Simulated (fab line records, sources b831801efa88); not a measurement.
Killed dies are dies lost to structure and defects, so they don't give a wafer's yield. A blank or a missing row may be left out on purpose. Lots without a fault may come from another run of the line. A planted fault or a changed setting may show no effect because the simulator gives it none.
Which tool did it? | flow gf180mcu | 13 lots, 39 wafers sampled, at 3 steps of a route of 602

WHAT THE GAUGES READ, wafer by wafer
GF_DNWELL_TW_MEAS_09. Usual: DNWELL_TW 1348, standard deviation 19.
lot  | measured    | on            | DNWELL_TW      | flag
L957 | day 2 18:44 | film_metro-01 | 1345 1344 1348 |
L958 | day 3 00:00 | film_metro-04 | 1376 1377 1376 |
L959 | day 3 06:22 | film_metro-01 | 1361 1356 1356 |
L961 | day 3 15:48 | film_metro-01 | 1355 1360 1355 |
L963 | day 4 02:42 | film_metro-04 | 1378 1379 1380 |
L964 | day 4 07:07 | film_metro-04 | 1360 1369 1370 |
L965 | day 4 12:34 | film_metro-03 | 1321 1323 1320 |
L966 | day 4 17:11 | film_metro-01 | 1347 1341 1342 |
L967 | day 5 01:04 | film_metro-04 | 1367 1374 1366 |
L968 | day 5 05:20 | film_metro-01 | 1340 1344 1345 |
L969 | day 5 12:23 | film_metro-01 | 1335 1338 1333 |
L978 | day 7 09:55 | film_metro-01 | 1204 1207 1201 | OFF
L979 | day 7 15:02 | film_metro-01 | 1220 1218 1211 | OFF

GF_V2_OVL_MEAS_15. Usual: V2_OVL 0 nm, standard deviation 5.1.
lot  | measured     | on         | V2_OVL (nm) | flag
L957 | day 20 05:46 | overlay-01 | 4 8 8       |
L958 | day 20 10:25 | overlay-01 | -10 -7 -7   |
L959 | day 21 04:04 | overlay-02 | 0 0 -7      |
L961 | day 21 23:08 | overlay-02 | 1 -2 -5     |
L963 | day 22 13:19 | overlay-02 | 3 0 3       |
L964 | day 23 01:33 | overlay-02 | -6 -5 -2    |
L965 | day 23 06:55 | overlay-02 | -6 0 3      |
L966 | day 23 10:22 | overlay-02 | 4 3 3       |
L967 | day 24 03:45 | overlay-01 | 0 -4 5      |
L968 | day 24 08:31 | overlay-01 | -1 3 1      |
L969 | day 24 22:04 | overlay-01 | 0 -3 0      |
L978 | day 27 08:19 | overlay-02 | -3 -5 -5    |
L979 | day 27 19:05 | overlay-02 | 5 4 1       |

WHICH TOOL RAN EACH LOT (tool, then ch and the chambers of the sampled wafers, then the start)
lot  | GF_DNWELL_IMPLANT_07
L957 | implanter-04 ch 0, day 2 18:31
L958 | implanter-01 ch 0, day 2 23:45
L959 | implanter-04 ch 0, day 3 06:07
L961 | implanter-04 ch 0, day 3 15:35
L963 | implanter-01 ch 0, day 4 02:27
L964 | implanter-04 ch 0, day 4 06:53
L965 | implanter-03 ch 0, day 4 12:19
L966 | implanter-01 ch 0, day 4 16:56
L967 | implanter-04 ch 0, day 5 00:50
L968 | implanter-04 ch 0, day 5 05:05
L969 | implanter-03 ch 0, day 5 12:08
L978 | implanter-04 ch 0, day 7 09:40
L979 | implanter-04 ch 0, day 7 14:47
- GF_DNWELL_IMPLANT_07

WHAT THE TOOLS THEMSELVES READ (means of the sampled wafers that have a number; where no wafer has one, the mark that the record gives instead)
GF_DNWELL_IMPLANT_07. Usual: dose_ions_cm2 1e+13, standard deviation 9.7e+09; faraday_current_uA 56.4, standard deviation 1.2.
lot  | tool         | dose_ions_cm2 | faraday_current_uA | flag
L957 | implanter-04 | 1e+13         | 55.9               |
L958 | implanter-01 | 1e+13         | 57.1               |
L959 | implanter-04 | 1e+13         | 55.0               |
L961 | implanter-04 | 1e+13         | 56.6               |
L963 | implanter-01 | 1e+13         | 56.2               |
L964 | implanter-04 | 1e+13         | 55.4               |
L965 | implanter-03 | 1e+13         | 56.4               |
L966 | implanter-01 | 1e+13         | 56.1               |
L967 | implanter-04 | 1e+13         | 56.9               |
L968 | implanter-04 | 1e+13         | 56.4               |
L969 | implanter-03 | 1e+13         | 56.8               |
L978 | implanter-04 | 7e+12         | 40.9               | OFF
L979 | implanter-04 | 7e+12         | 40.8               | OFF

THE ANSWER, worked out from the rows above alone
Rule: a lot is off if the mean of its wafers that have a number lies more than 3 standard deviations from the usual mean. A lot without any number at a reading at which 4 lots or more have one is off too. The other lots that the step has rows for count as sound. The gauges are gone through in route order, then the tools' own readings, and for those a lot's mean is taken as printed above. The first step at which some lot is off is used, and at that step the reading that is off furthest; a lot without a number counts as furthest.
Off: L978, L979, at GF_DNWELL_TW_MEAS_09 (DNWELL_TW).
A tool fits if, at a process step before that reading, it ran every lot that is off, and no sound lot after the first of them. The gauges at GF_DNWELL_TW_MEAS_09 aren't tried: what is off there is off at GF_DNWELL_IMPLANT_07 too, on other tools, and a gauge's error can't cause that. One fits: implanter-04 at GF_DNWELL_IMPLANT_07. Its last sound lot is L968 (day 5 05:05), its first lot that is off L978 (day 7 09:40): a fault that began between those two fits.
The tool's own readings at GF_DNWELL_IMPLANT_07 bear it out: on the lots that are off they differ by more than 5 times the standard deviation of the sound lots' means. dose_ions_cm2 reads 7e+12 there against 1e+13 on the sound lots; faraday_current_uA reads 40.8 there against 56.3 on the sound lots.

WHAT THE SIMULATOR HAD PUT IN
Process parameter drift: implanter-04, from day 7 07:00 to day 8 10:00, at GF_DNWELL_IMPLANT_07. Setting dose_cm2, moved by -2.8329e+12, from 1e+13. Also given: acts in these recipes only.
Lots struck among those shown: L978, L979. The rule above found the same.
